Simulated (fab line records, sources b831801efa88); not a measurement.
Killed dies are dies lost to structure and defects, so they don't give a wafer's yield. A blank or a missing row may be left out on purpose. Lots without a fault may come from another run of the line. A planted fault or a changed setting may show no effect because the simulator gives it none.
fab line records | flow gf180mcu
record lots=5 wafers=15 last_day=34
route steps=602 shown NWELL@44 LVPWELL@54 MVSD@66 MVPSD@78 VT_IMPLANT@90
lots that met no fault: from a run of the same line without faults
start_h: hours from the record's first day to the start of the lot's first wafer shown | wait_h: hours since the lot's step before | " the same as in the row above | L1.1+2: a row that stands for several wafers | - no value, or no start given | * or withheld: withheld | < > ~ a bound
route shown NAME@n: a module of which the file shows steps, and the number in the route of the first | usual: mean/standard deviation of fault-free wafers | same: alike in all rows | chamber/n: place in a boat | sites: the reading at each site | _std_site: their standard deviation | _edge_site: outer sites' mean less inner sites' | radius_mm: how far each site lies from the wafer's centre | mask NAME#n: copy n | behind: the tool/chamber that last shaped the wafer | hold: why the lot was held/for how many hours/how that ended | device: the transistor (n, p or np) that didn't switch | end of line: the same wafers' tests at the end of the route | a step without rows: its recipe alone | killed: dies lost to structure and defects at the first sort, not the wafer's yield | map: a wafer's dies, x killed, . not, _ none there
set.NAME: the setting as run; set.NAME@STEP: as run at that earlier step | model.NAME: the simulator's own value behind a step, which no gauge read
lots at some steps of the route; a table a step, a row a wafer
services: from which hour (start_h, from the record's first day; less than 0 if before it) a tool's chamber was out of use, for how many hours, and why
## steps
# step GF_NWELL_COAT_02
# recipe spin_rpm=2000 resist_thk_nm=3000
# columns lot.wafer tool chamber start_h wait_h
L075.1+4+6 litho_track-02 0 56.79 0.1
L088.1+2+6 litho_track-04 0 124.93 0.1
L089.4+5+6 litho_track-02 0 130.07 0.1
L090.1+2+4 litho_track-04 0 135.98 0.1
L096.1+2+4 litho_track-04 0 166.58 0.1
# step GF_NWELL_SOFTBAKE_03
# recipe temp_c=110.9 time_s=withheld
# columns lot.wafer tool chamber start_h wait_h
L075.1+4+6 litho_track-02 0 56.94 0.1
L088.1+2+6 litho_track-04 0 125.08 0.1
L089.4+5+6 litho_track-02 0 130.24 0.1
L090.1+2+4 litho_track-04 0 136.13 0.1
L096.1+2+4 litho_track-04 0 166.73 0.1
# step GF_NWELL_EXPOSE_04
# recipe mask_id=Nwell target_cd_nm=860 na=0.6 source_shape=conventional sigma_outer=0.6 dose_mj=260
# columns lot.wafer tool chamber start_h wait_h mask
L075.1+4+6 iline_stepper-01 0 - - Nwell#0
L088.1+2+6 iline_stepper-02 0 - - Nwell#0
L089.4+5+6 iline_stepper-02 0 - - Nwell#0
L090.1+2+4 iline_stepper-02 0 - - Nwell#0
L096.1+2+4 iline_stepper-01 0 - - Nwell#0
# step GF_NWELL_PEB_05
# recipe temp_c=115 time_s=withheld
# columns lot.wafer tool chamber start_h wait_h
L075.1+4+6 litho_track-03 0 - -
L088.1+2+6 litho_track-04 0 - -
L089.4+5+6 litho_track-02 0 - -
L090.1+2+4 litho_track-04 0 - -
L096.1+2+4 litho_track-02 0 - -
# step GF_NWELL_DEVELOP_06
# recipe wall_angle_deg=90 develop_time_s=60 dev_temp_c=23
# columns lot.wafer tool chamber start_h wait_h
L075.1+4+6 litho_track-03 0 - -
L088.1+2+6 litho_track-04 0 - -
L089.4+5+6 litho_track-02 0 - -
L090.1+2+4 litho_track-04 0 - -
L096.1+2+4 litho_track-02 0 - -
# step GF_NWELL_OVL_MEAS_07
# usual NWELL_OVL=-0.8/1.9
# columns lot.wafer tool chamber start_h wait_h NWELL_OVL[nm]
L075.1 overlay-01 - 63.57 - -4.4
L075.4 " - " " -2.1
L075.6 " - " " -3.7
L088.1 overlay-02 - 132.53 - 2.5
L088.2 " - " " 2.7
L088.6 " - " " 1.2
L089.4 overlay-01 - 137.56 - 1.8
L089.5 " - " " 0.3
L089.6 " - " " 1.0
L090.1 overlay-02 - 143.53 - 0.2
L090.2 " - " " 0.6
L090.4 " - " " 0.8
L096.1 overlay-02 - 175.14 - -2.0
L096.2 " - " " -1.5
L096.4 " - " " -1.8
# step GF_NWELL_IMPLANT_08
# recipe species=P energy_kev=450 dose_cm2=1.5e+13 tilt_deg=0
# columns lot.wafer tool chamber start_h wait_h
L075.1+4+6 implanter-04 0 63.60 0.0
L088.1+2+6 implanter-02 0 132.57 0.0
L089.4+5+6 implanter-02 0 137.65 0.1
L090.1+2+4 implanter-02 0 143.57 0.0
L096.1+2+4 implanter-02 0 175.18 0.0
# step GF_NWELL_IMPLANT_09
# recipe species=P energy_kev=160 dose_cm2=4e+12 tilt_deg=0
# columns lot.wafer tool chamber start_h wait_h
L075.1+4+6 implanter-04 0 63.75 0.1
L088.1+2+6 implanter-02 0 132.72 0.1
L089.4+5+6 implanter-02 0 137.80 0.1
L090.1+2+4 implanter-02 0 143.72 0.1
L096.1+2+4 implanter-02 0 175.33 0.1
# step GF_NWELL_STRIP_10
# recipe chemistry=O2/N2 power_w=1400 pressure_mtorr=1500 platen_temp_c=250 o2_flow_sccm=3000 n2_flow_sccm=300 overash_fraction=0.5
# usual drypump_motor_current_A=5.6/0.45 heater_power_w=331/32 oes_product_au=0.723/0.0044 strip_time_to_endpoint_s=36.89/0.1
# columns lot.wafer tool chamber start_h wait_h drypump_motor_current_A heater_power_w oes_product_au rf_hours_counter_h strip_time_to_endpoint_s
L075.1 plasma_asher-04 0 63.90 0.1 5.5 320 0.724 43 36.79
L075.4 " 1 " " 5.2 371 0.730 - 36.75
L075.6 " 1 " " 5.2 371 0.718 - 36.75
L088.1 plasma_asher-01 0 132.87 0.1 5.3 360 0.723 49 37.02
L088.2 " 1 " " 5.4 283 0.721 49 36.88
L088.6 " 0 " " 5.3 358 0.725 - 36.91
L089.4 plasma_asher-04 0 137.91 0.1 5.5 329 0.729 - 36.99
L089.5 " 0 " " 5.5 329 0.728 - 36.90
L089.6 " 1 " " 5.2 366 0.723 - 36.94
L090.1 plasma_asher-03 0 143.87 0.1 6.1 351 0.726 3 36.92
L090.2 " 1 " " 6.6 303 0.719 3 37.00
L090.4 " 1 " " 6.6 307 0.724 - 36.87
L096.1 plasma_asher-03 1 175.48 0.1 6.6 302 0.725 6 36.90
L096.2 " 0 " " 6.1 359 0.720 6 36.88
L096.4 " 0 " " 6.1 346 0.719 - 36.96
# step GF_NWELL_TW_MEAS_11
# usual NWELL_TW=1595/17
# columns lot.wafer tool chamber start_h wait_h NWELL_TW
L075.1 film_metro-03 - 64.00 0.1 1578
L075.4 " - " " 1579
L075.6 " - " " 1562
L088.1 film_metro-04 - 132.97 0.1 1620
L088.2 " - " " 1612
L088.6 " - " " 1612
L089.4 film_metro-04 - 138.01 0.1 1609
L089.5 " - " " 1609
L089.6 " - " " 1614
L090.1 film_metro-03 - 143.97 0.1 1577
L090.2 " - " " 1565
L090.4 " - " " 1568
L096.1 film_metro-01 - 175.58 0.1 1591
L096.2 " - " " 1585
L096.4 " - " " 1585
# step GF_LVPWELL_DEHYDRATE_00
# recipe temp_c=200 time_s=60
# columns lot.wafer tool chamber start_h wait_h
L075.1+4+6 litho_track-04 0 69.43 5.4
L088.1+2+6 litho_track-04 0 140.03 7.1
L089.4+5+6 litho_track-02 0 144.62 6.6
L090.1+2+4 litho_track-02 0 151.79 7.8
L096.1+2+4 litho_track-01 0 182.62 7.0
# step GF_LVPWELL_HMDS_01
# recipe prime_time_s=60 prime_temp_c=120
# same prime_time_s=60
# columns lot.wafer tool chamber start_h wait_h
L075.1+4+6 litho_track-04 0 69.58 0.1
L088.1+2+6 litho_track-04 0 140.18 0.1
L089.4+5+6 litho_track-02 0 144.77 0.1
L090.1+2+4 litho_track-02 0 151.94 0.1
L096.1+2+4 litho_track-01 0 182.77 0.1
# step GF_LVPWELL_COAT_02
# recipe spin_rpm=2000 resist_thk_nm=3000
# columns lot.wafer tool chamber start_h wait_h
L075.1+4+6 litho_track-04 0 69.73 0.1
L088.1+2+6 litho_track-04 0 140.33 0.1
L089.4+5+6 litho_track-02 0 144.92 0.1
L090.1+2+4 litho_track-02 0 152.09 0.1
L096.1+2+4 litho_track-01 0 182.92 0.1
# step GF_LVPWELL_SOFTBAKE_03
# recipe temp_c=110 time_s=withheld
# columns lot.wafer tool chamber start_h wait_h
L075.1+4+6 litho_track-04 0 69.88 0.1
L088.1+2+6 litho_track-04 0 140.48 0.1
L089.4+5+6 litho_track-02 0 145.09 0.1
L090.1+2+4 litho_track-02 0 152.24 0.1
L096.1+2+4 litho_track-01 0 183.07 0.1
# step GF_LVPWELL_EXPOSE_04
# recipe mask_id=LVPWELL target_cd_nm=600 na=0.6 source_shape=conventional sigma_outer=0.6 dose_mj=260
# columns lot.wafer tool chamber start_h wait_h mask
L075.1+4+6 iline_stepper-01 0 - - LVPWELL#0
L088.1+2+6 iline_stepper-01 0 - - LVPWELL#0
L089.4+5+6 iline_stepper-01 0 - - LVPWELL#0
L090.1+2+4 iline_stepper-01 0 - - LVPWELL#0
L096.1+2+4 iline_stepper-01 0 - - LVPWELL#0
# step GF_LVPWELL_PEB_05
# recipe temp_c=115 time_s=withheld
# columns lot.wafer tool chamber start_h wait_h
L075.1+4+6 litho_track-01 0 - -
L088.1+2+6 litho_track-04 0 - -
L089.4+5+6 litho_track-02 0 - -
L090.1+2+4 litho_track-04 0 - -
L096.1+2+4 litho_track-04 0 - -
# step GF_LVPWELL_DEVELOP_06
# recipe wall_angle_deg=90 develop_time_s=60 dev_temp_c=23
# columns lot.wafer tool chamber start_h wait_h
L075.1+4+6 litho_track-01 0 - -
L088.1+2+6 litho_track-04 0 - -
L089.4+5+6 litho_track-02 0 - -
L090.1+2+4 litho_track-04 0 - -
L096.1+2+4 litho_track-04 0 - -
# step GF_LVPWELL_OVL_MEAS_07
# usual LVPWELL_OVL=0.7/1.5
# columns lot.wafer tool chamber start_h wait_h LVPWELL_OVL[nm]
L075.1 overlay-02 - 76.62 - 2.3
L075.4 " - " " 1.6
L075.6 " - " " 2.5
L088.1 overlay-01 - 148.13 - -0.8
L088.2 " - " " -0.1
L088.6 " - " " -1.7
L089.4 overlay-02 - 153.71 - 0.4
L089.5 " - " " 1.9
L089.6 " - " " 1.4
L090.1 overlay-02 - 159.93 - 1.4
L090.2 " - " " 2.7
L090.4 " - " " 2.0
L096.1 overlay-02 - 192.08 - 2.2
L096.2 " - " " 2.5
L096.4 " - " " 2.9
# step GF_LVPWELL_IMPLANT_08
# recipe species=B energy_kev=170 dose_cm2=1.5e+13 tilt_deg=0
# columns lot.wafer tool chamber start_h wait_h
L075.1+4+6 implanter-04 0 76.66 0.0
L088.1+2+6 implanter-01 0 148.17 0.0
L089.4+5+6 implanter-01 0 153.80 0.1
L090.1+2+4 implanter-01 0 159.97 0.0
L096.1+2+4 implanter-02 0 192.12 0.0
# step GF_LVPWELL_IMPLANT_09
# recipe species=B energy_kev=60 dose_cm2=5e+12 tilt_deg=0
# columns lot.wafer tool chamber start_h wait_h
L075.1+4+6 implanter-04 0 76.81 0.1
L088.1+2+6 implanter-01 0 148.32 0.1
L089.4+5+6 implanter-01 0 153.95 0.1
L090.1+2+4 implanter-01 0 160.12 0.1
L096.1+2+4 implanter-02 0 192.27 0.1
# step GF_LVPWELL_STRIP_10
# recipe chemistry=O2/N2 power_w=1400 pressure_mtorr=1500 platen_temp_c=250 o2_flow_sccm=3000 n2_flow_sccm=300 overash_fraction=0.5
# usual drypump_motor_current_A=6.0/0.46 heater_power_w=323/31 oes_product_au=0.723/0.0047 strip_time_to_endpoint_s=36.99/0.11
# columns lot.wafer tool chamber start_h wait_h drypump_motor_current_A heater_power_w oes_product_au rf_hours_counter_h strip_time_to_endpoint_s
L075.1 plasma_asher-03 1 76.96 0.1 6.6 319 0.722 41 37.12
L075.4 " 0 " " 6.1 341 0.721 - 37.00
L075.6 " 1 " " 6.6 330 0.718 - 36.98
L088.1 plasma_asher-02 0 148.47 0.1 6.3 284 0.725 35 36.99
L088.2 " 1 " " 6.2 302 0.719 35 36.99
L088.6 " 1 " " 6.3 312 0.721 - 37.13
L089.4 plasma_asher-04 1 154.06 0.1 5.2 377 0.726 - 36.98
L089.5 " 1 " " 5.2 373 0.728 - 36.80
L089.6 " 0 " " 5.5 329 0.725 - 37.06
L090.1 plasma_asher-04 1 160.27 0.1 5.2 366 0.723 53 36.94
L090.2 " 0 " " 5.5 315 0.723 53 36.98
L090.4 " 0 " " 5.5 338 0.726 - 36.97
L096.1 plasma_asher-02 0 192.42 0.1 6.3 278 0.726 39 36.89
L096.2 " 1 " " 6.3 310 0.717 39 37.00
L096.4 " 0 " " 6.3 280 0.724 - 36.83
# step GF_LVPWELL_TW_MEAS_11
# usual LVPWELL_TW=566/6
# columns lot.wafer tool chamber start_h wait_h LVPWELL_TW
L075.1 film_metro-03 - 77.06 0.1 562
L075.4 " - " " 558
L075.6 " - " " 560
L088.1 film_metro-01 - 148.57 0.1 567
L088.2 " - " " 567
L088.6 " - " " 566
L089.4 film_metro-03 - 154.16 0.1 558
L089.5 " - " " 555
L089.6 " - " " 560
L090.1 film_metro-01 - 160.37 0.1 568
L090.2 " - " " 567
L090.4 " - " " 569
L096.1 film_metro-01 - 192.52 0.1 566
L096.2 " - " " 567
L096.4 " - " " 570
# step GF_MVSD_DEHYDRATE_00
# recipe temp_c=200 time_s=60
# columns lot.wafer tool chamber start_h wait_h
L075.1+4+6 litho_track-03 0 82.72 5.6
L088.1+2+6 litho_track-03 0 155.96 7.4
L089.4+5+6 litho_track-01 0 160.74 6.6
L090.1+2+4 litho_track-02 0 168.24 7.9
L096.1+2+4 litho_track-01 0 199.57 7.0
# step GF_MVSD_HMDS_01
# recipe prime_time_s=60 prime_temp_c=120
# same prime_time_s=60
# columns lot.wafer tool chamber start_h wait_h
L075.1+4+6 litho_track-03 0 82.87 0.1
L088.1+2+6 litho_track-03 0 156.11 0.1
L089.4+5+6 litho_track-01 0 160.89 0.1
L090.1+2+4 litho_track-02 0 168.39 0.1
L096.1+2+4 litho_track-01 0 199.72 0.1
# step GF_MVSD_COAT_02
# recipe spin_rpm=2000 resist_thk_nm=3000
# columns lot.wafer tool chamber start_h wait_h
L075.1+4+6 litho_track-03 0 83.02 0.1
L088.1+2+6 litho_track-03 0 156.26 0.1
L089.4+5+6 litho_track-01 0 161.04 0.1
L090.1+2+4 litho_track-02 0 168.54 0.1
L096.1+2+4 litho_track-01 0 199.87 0.1
# step GF_MVSD_SOFTBAKE_03
# recipe temp_c=110 time_s=withheld
# columns lot.wafer tool chamber start_h wait_h
L075.1+4+6 litho_track-03 0 83.17 0.1
L088.1+2+6 litho_track-03 0 156.41 0.1
L089.4+5+6 litho_track-01 0 161.22 0.1
L090.1+2+4 litho_track-02 0 168.69 0.1
L096.1+2+4 litho_track-01 0 200.02 0.1
# step GF_MVSD_EXPOSE_04
# recipe mask_id=MVSD target_cd_nm=1000 na=0.6 source_shape=conventional sigma_outer=0.6 dose_mj=263.5
# columns lot.wafer tool chamber start_h wait_h mask
L075.1+4+6 iline_stepper-02 0 - - MVSD#0
L088.1+2+6 iline_stepper-02 0 - - MVSD#0
L089.4+5+6 iline_stepper-02 0 - - MVSD#0
L090.1+2+4 iline_stepper-01 0 - - MVSD#0
L096.1+2+4 iline_stepper-01 0 - - MVSD#0
# step GF_MVSD_PEB_05
# recipe temp_c=115 time_s=withheld
# columns lot.wafer tool chamber start_h wait_h
L075.1+4+6 litho_track-01 0 - -
L088.1+2+6 litho_track-02 0 - -
L089.4+5+6 litho_track-01 0 - -
L090.1+2+4 litho_track-01 0 - -
L096.1+2+4 litho_track-03 0 - -
# step GF_MVSD_DEVELOP_06
# recipe wall_angle_deg=90 develop_time_s=60 dev_temp_c=23
# columns lot.wafer tool chamber start_h wait_h
L075.1+4+6 litho_track-01 0 - -
L088.1+2+6 litho_track-02 0 - -
L089.4+5+6 litho_track-01 0 - -
L090.1+2+4 litho_track-01 0 - -
L096.1+2+4 litho_track-03 0 - -
# step GF_MVSD_OVL_MEAS_07
# usual MVSD_OVL=-0.4/1.1
# columns lot.wafer tool chamber start_h wait_h MVSD_OVL[nm]
L075.1 overlay-01 - 90.37 - 0.2
L075.4 " - " " 0.9
L075.6 " - " " 0.1
L088.1 overlay-01 - 164.19 - 0.9
L088.2 " - " " 0.4
L088.6 " - " " 0.1
L089.4 overlay-02 - 169.84 - 0.5
L089.5 " - " " -1.2
L089.6 " - " " -0.6
L090.1 overlay-01 - 177.07 - -1.0
L090.2 " - " " -0.3
L090.4 " - " " -1.6
L096.1 overlay-02 - 209.06 - 1.0
L096.2 " - " " -1.3
L096.4 " - " " 0.9
# step GF_MVSD_IMPLANT_08
# recipe species=P energy_kev=400 dose_cm2=1.6e+13 tilt_deg=0
# columns lot.wafer tool chamber start_h wait_h
L075.1+4+6 implanter-03 0 90.41 0.0
L088.1+2+6 implanter-01 0 164.23 0.0
L089.4+5+6 implanter-03 0 169.93 0.1
L090.1+2+4 implanter-03 0 177.10 0.0
L096.1+2+4 implanter-03 0 209.10 0.0
# step GF_MVSD_IMPLANT_09
# recipe species=P energy_kev=100 dose_cm2=5e+12 tilt_deg=0
# columns lot.wafer tool chamber start_h wait_h
L075.1+4+6 implanter-03 0 90.56 0.1
L088.1+2+6 implanter-01 0 164.38 0.1
L089.4+5+6 implanter-03 0 170.08 0.1
L090.1+2+4 implanter-03 0 177.25 0.1
L096.1+2+4 implanter-03 0 209.25 0.1
# step GF_MVSD_STRIP_10
# recipe chemistry=O2/N2 power_w=1400 pressure_mtorr=1500 platen_temp_c=250 o2_flow_sccm=3000 n2_flow_sccm=300 overash_fraction=0.5
# usual drypump_motor_current_A=6.24/0.23 heater_power_w=307/25 oes_product_au=0.722/0.0046 strip_time_to_endpoint_s=36.94/0.097
# columns lot.wafer tool chamber start_h wait_h drypump_motor_current_A heater_power_w oes_product_au rf_hours_counter_h strip_time_to_endpoint_s
L075.1 plasma_asher-01 1 90.71 0.1 5.39 275 0.729 44 36.89
L075.4 " 1 " " 5.37 280 0.720 - 36.84
L075.6 " 1 " " 5.44 284 0.715 - 36.90
L088.1 plasma_asher-02 0 164.53 0.1 6.26 280 0.727 36 36.81
L088.2 " 1 " " 6.24 311 0.717 36 36.76
L088.6 " 1 " " 6.24 306 0.720 - 36.76
L089.4 plasma_asher-02 0 170.19 0.1 6.25 283 0.726 - 36.71
L089.5 " 1 " " 6.27 316 0.718 - 36.74
L089.6 " 0 " " 6.24 287 0.719 - 36.80
L090.1 plasma_asher-02 0 177.40 0.1 6.23 284 0.720 37 37.05
L090.2 " 1 " " 6.24 310 0.719 37 37.08
L090.4 " 1 " " 6.25 306 0.721 - 37.00
L096.1 plasma_asher-03 1 209.40 0.1 6.53 304 0.721 9 36.86
L096.2 " 0 " " 6.13 356 0.721 9 36.82
L096.4 " 1 " " 6.55 302 0.728 - 36.92
# step GF_MVSD_TW_MEAS_11
# usual MVSD_TW=1595/20
# columns lot.wafer tool chamber start_h wait_h MVSD_TW
L075.1 film_metro-01 - 90.81 0.1 1609
L075.4 " - " " 1608
L075.6 " - " " 1610
L088.1 film_metro-04 - 164.63 0.1 1615
L088.2 " - " " 1609
L088.6 " - " " 1624
L089.4 film_metro-01 - 170.28 0.1 1593
L089.5 " - " " 1597
L089.6 " - " " 1604
L090.1 film_metro-01 - 177.50 0.1 1594
L090.2 " - " " 1594
L090.4 " - " " 1603
L096.1 film_metro-03 - 209.50 0.1 1574
L096.2 " - " " 1572
L096.4 " - " " 1572
# step GF_MVPSD_DEHYDRATE_00
# recipe temp_c=200 time_s=60
# columns lot.wafer tool chamber start_h wait_h
L075.1+4+6 litho_track-03 0 96.77 5.9
L088.1+2+6 litho_track-03 0 172.81 8.2
L089.4+5+6 litho_track-01 0 177.84 7.5
L090.1+2+4 litho_track-04 0 185.03 7.5
L096.1+2+4 litho_track-01 0 217.12 7.6
# step GF_MVPSD_HMDS_01
# recipe prime_time_s=60 prime_temp_c=120
# same prime_time_s=60
# columns lot.wafer tool chamber start_h wait_h
L075.1+4+6 litho_track-03 0 96.92 0.1
L088.1+2+6 litho_track-03 0 172.96 0.1
L089.4+5+6 litho_track-01 0 177.99 0.1
L090.1+2+4 litho_track-04 0 185.18 0.1
L096.1+2+4 litho_track-01 0 217.27 0.1
# step GF_MVPSD_COAT_02
# recipe spin_rpm=2000 resist_thk_nm=3000
# columns lot.wafer tool chamber start_h wait_h
L075.1+4+6 litho_track-03 0 97.07 0.1
L088.1+2+6 litho_track-03 0 173.11 0.1
L089.4+5+6 litho_track-01 0 178.14 0.1
L090.1+2+4 litho_track-04 0 185.33 0.1
L096.1+2+4 litho_track-01 0 217.42 0.1
# step GF_MVPSD_SOFTBAKE_03
# recipe temp_c=110 time_s=withheld
# columns lot.wafer tool chamber start_h wait_h
L075.1+4+6 litho_track-03 0 97.22 0.1
L088.1+2+6 litho_track-03 0 173.26 0.1
L089.4+5+6 litho_track-01 0 178.32 0.1
L090.1+2+4 litho_track-04 0 185.48 0.1
L096.1+2+4 litho_track-01 0 217.57 0.1
# step GF_MVPSD_EXPOSE_04
# recipe mask_id=MVPSD target_cd_nm=1000 na=0.6 source_shape=conventional sigma_outer=0.6 dose_mj=260
# columns lot.wafer tool chamber start_h wait_h mask
L075.1+4+6 iline_stepper-02 0 - - MVPSD#0
L088.1+2+6 iline_stepper-02 0 - - MVPSD#0
L089.4+5+6 iline_stepper-02 0 - - MVPSD#0
L090.1+2+4 iline_stepper-02 0 - - MVPSD#0
L096.1+2+4 iline_stepper-01 0 - - MVPSD#0
# step GF_MVPSD_PEB_05
# recipe temp_c=115 time_s=withheld
# columns lot.wafer tool chamber start_h wait_h
L075.1+4+6 litho_track-04 0 - -
L088.1+2+6 litho_track-01 0 - -
L089.4+5+6 litho_track-03 0 - -
L090.1+2+4 litho_track-04 0 - -
L096.1+2+4 litho_track-04 0 - -
# step GF_MVPSD_DEVELOP_06
# recipe wall_angle_deg=90 develop_time_s=60 dev_temp_c=23
# columns lot.wafer tool chamber start_h wait_h
L075.1+4+6 litho_track-04 0 - -
L088.1+2+6 litho_track-01 0 - -
L089.4+5+6 litho_track-03 0 - -
L090.1+2+4 litho_track-04 0 - -
L096.1+2+4 litho_track-04 0 - -
# step GF_MVPSD_OVL_MEAS_07
# usual MVPSD_OVL=-0.5/1.2
# columns lot.wafer tool chamber start_h wait_h MVPSD_OVL[nm]
L075.1 overlay-01 - 104.98 - -1.4
L075.4 " - " " 0.5
L075.6 " - " " -0.1
L088.1 overlay-02 - 180.97 - -3.3
L088.2 " - " " -3.6
L088.6 " - " " -4.4
L089.4 overlay-01 - 186.43 - 0.5
L089.5 " - " " 0.3
L089.6 " - " " -0.5
L090.1 overlay-02 - 193.98 - -0.5
L090.2 " - " " -0.3
L090.4 " - " " -0.7
L096.1 overlay-01 - 226.78 - 0.3
L096.2 " - " " 0.4
L096.4 " - " " -0.1
# step GF_MVPSD_IMPLANT_08
# recipe species=B energy_kev=170 dose_cm2=1.5e+13 tilt_deg=0
# columns lot.wafer tool chamber start_h wait_h
L075.1+4+6 implanter-01 0 105.02 0.0
L088.1+2+6 implanter-03 0 181.00 0.0
L089.4+5+6 implanter-01 0 186.52 0.1
L090.1+2+4 implanter-03 0 194.02 0.0
L096.1+2+4 implanter-01 0 226.82 0.0
# step GF_MVPSD_IMPLANT_09
# recipe species=B energy_kev=40 dose_cm2=4.921e+12 tilt_deg=0
# columns lot.wafer tool chamber start_h wait_h
L075.1+4+6 implanter-01 0 105.17 0.1
L088.1+2+6 implanter-03 0 181.15 0.1
L089.4+5+6 implanter-01 0 186.67 0.1
L090.1+2+4 implanter-03 0 194.17 0.1
L096.1+2+4 implanter-01 0 226.97 0.1
# step GF_MVPSD_STRIP_10
# recipe chemistry=O2/N2 power_w=1400 pressure_mtorr=1500 platen_temp_c=250 o2_flow_sccm=3000 n2_flow_sccm=300 overash_fraction=0.5
# usual drypump_motor_current_A=5.6/0.4 heater_power_w=322/34 oes_product_au=0.722/0.0048 strip_time_to_endpoint_s=36.98/0.12
# columns lot.wafer tool chamber start_h wait_h drypump_motor_current_A heater_power_w oes_product_au rf_hours_counter_h strip_time_to_endpoint_s
L075.1 plasma_asher-01 0 105.32 0.1 5.2 351 0.716 46 36.92
L075.4 " 1 " " 5.4 285 0.722 - 36.88
L075.6 " 0 " " 5.3 346 0.715 - 36.90
L088.1 plasma_asher-01 1 181.30 0.1 5.4 279 0.720 54 37.13
L088.2 " 0 " " 5.2 349 0.729 54 37.06
L088.6 " 1 " " 5.3 279 0.720 - 37.01
L089.4 plasma_asher-02 1 186.78 0.1 6.3 311 0.722 - 36.80
L089.5 " 1 " " 6.3 304 0.725 - 36.75
L089.6 " 0 " " 6.2 283 0.734 - 36.71
L090.1 plasma_asher-01 1 194.32 0.1 5.4 283 0.716 56 36.82
L090.2 " 0 " " 5.2 349 0.723 56 36.96
L090.4 " 0 " " 5.2 353 0.731 - 36.96
L096.1 plasma_asher-04 1 227.12 0.1 5.2 371 0.719 60 36.94
L096.2 " 0 " " 5.5 318 0.721 60 37.01
L096.4 " 1 " " 5.2 367 0.724 - 36.88
# step GF_MVPSD_TW_MEAS_11
# usual MVPSD_TW=559/6.9
# columns lot.wafer tool chamber start_h wait_h MVPSD_TW
L075.1 film_metro-03 - 105.42 0.1 550
L075.4 " - " " 549
L075.6 " - " " 547
L088.1 film_metro-04 - 181.40 0.1 567
L088.2 " - " " 565
L088.6 " - " " 567
L089.4 film_metro-03 - 186.88 0.1 549
L089.5 " - " " 548
L089.6 " - " " 549
L090.1 film_metro-01 - 194.42 0.1 561
L090.2 " - " " 560
L090.4 " - " " 561
L096.1 film_metro-04 - 227.22 0.1 566
L096.2 " - " " 567
L096.4 " - " " 565
# step GF_VT_IMPLANT_DEHYDRATE_00
# recipe temp_c=200 time_s=60
# columns lot.wafer tool chamber start_h wait_h
L075.1+4+6 litho_track-02 0 111.79 6.4
L088.1+2+6 litho_track-04 0 189.88 8.5
L089.4+5+6 litho_track-03 0 194.79 7.9
L090.1+2+4 litho_track-02 0 201.84 7.4
L096.1+2+4 litho_track-03 0 234.46 7.2
# step GF_VT_IMPLANT_HMDS_01
# recipe prime_time_s=60 prime_temp_c=120
# same prime_time_s=60
# columns lot.wafer tool chamber start_h wait_h
L075.1+4+6 litho_track-02 0 111.94 0.1
L088.1+2+6 litho_track-04 0 190.03 0.1
L089.4+5+6 litho_track-03 0 194.94 0.1
L090.1+2+4 litho_track-02 0 201.99 0.1
L096.1+2+4 litho_track-03 0 234.61 0.1
# step GF_VT_IMPLANT_COAT_02
# recipe resist=NOVOLAK spin_rpm=3000 resist_thk_nm=1000
# columns lot.wafer tool chamber start_h wait_h
L075.1+4+6 litho_track-02 0 112.09 0.1
L088.1+2+6 litho_track-04 0 190.18 0.1
L089.4+5+6 litho_track-03 0 195.09 0.1
L090.1+2+4 litho_track-02 0 202.14 0.1
L096.1+2+4 litho_track-03 0 234.76 0.1
# step GF_VT_IMPLANT_SOFTBAKE_03
# recipe temp_c=90 time_s=60 resist=NOVOLAK
# columns lot.wafer tool chamber start_h wait_h
L075.1+4+6 litho_track-02 0 112.24 0.1
L088.1+2+6 litho_track-04 0 190.33 0.1
L089.4+5+6 litho_track-03 0 195.24 0.1
L090.1+2+4 litho_track-02 0 202.29 0.1
L096.1+2+4 litho_track-03 0 234.91 0.1
# step GF_VT_IMPLANT_EXPOSE_04
# recipe mask_id=LVPWELL_LV_AREA target_cd_nm=600 na=0.6 source_shape=conventional sigma_outer=0.6 dose_mj=140
# columns lot.wafer tool chamber start_h wait_h mask
L075.1+4+6 iline_stepper-01 0 - - LVPWELL_LV_AREA#0
L088.1+2+6 iline_stepper-01 0 - - LVPWELL_LV_AREA#0
L089.4+5+6 iline_stepper-02 0 - - LVPWELL_LV_AREA#0
L090.1+2+4 iline_stepper-02 0 - - LVPWELL_LV_AREA#0
L096.1+2+4 iline_stepper-01 0 - - LVPWELL_LV_AREA#0
# step GF_VT_IMPLANT_PEB_05
# recipe temp_c=withheld time_s=* resist=NOVOLAK
# columns lot.wafer tool chamber start_h wait_h
L075.1+4+6 litho_track-04 0 - -
L088.1+2+6 litho_track-04 0 - -
L089.4+5+6 litho_track-02 0 - -
L090.1+2+4 litho_track-02 0 - -
L096.1+2+4 litho_track-03 0 - -
# step GF_VT_IMPLANT_DEVELOP_06
# recipe develop_time_s=60 dev_temp_c=23
# columns lot.wafer tool chamber start_h wait_h
L075.1+4+6 litho_track-04 0 119.88 0.1
L088.1+2+6 litho_track-04 0 198.18 0.1
L089.4+5+6 litho_track-02 0 203.41 0.1
L090.1+2+4 litho_track-02 0 210.39 0.1
L096.1+2+4 litho_track-03 0 243.81 0.1
## services
# columns tool chamber start_h hours kind
iline_stepper-02 - 67.14 1.7 pm
plasma_asher-04 - 70.23 4.3 pm
implanter-03 - 71.44 5.3 repair
implanter-01 - 81.48 5.9 pm
implanter-04 - 89.82 1.3 repair
implanter-03 - 91.69 3.8 repair
implanter-03 - 97.10 3.3 repair
plasma_asher-03 - 98.61 1.9 repair
plasma_asher-03 - 108.75 9.0 pm
iline_stepper-01 - 115.11 4.4 pm
implanter-02 - 120.04 4.8 pm
plasma_asher-04 - 120.65 2.8 pm
implanter-03 - 146.08 2.1 repair
iline_stepper-01 - 158.64 1.8 repair
implanter-04 - 161.07 2.0 repair
implanter-03 - 164.78 3.7 pm
implanter-01 - 169.47 9.8 repair
implanter-04 - 178.42 5.9 repair
implanter-03 - 182.59 6.9 repair
implanter-01 - 187.67 3.9 repair
plasma_asher-01 - 201.25 0.8 repair
iline_stepper-01 - 205.97 1.7 pm
iline_stepper-02 - 207.59 14.8 repair
implanter-03 - 227.68 1.5 repair
## key
fault none
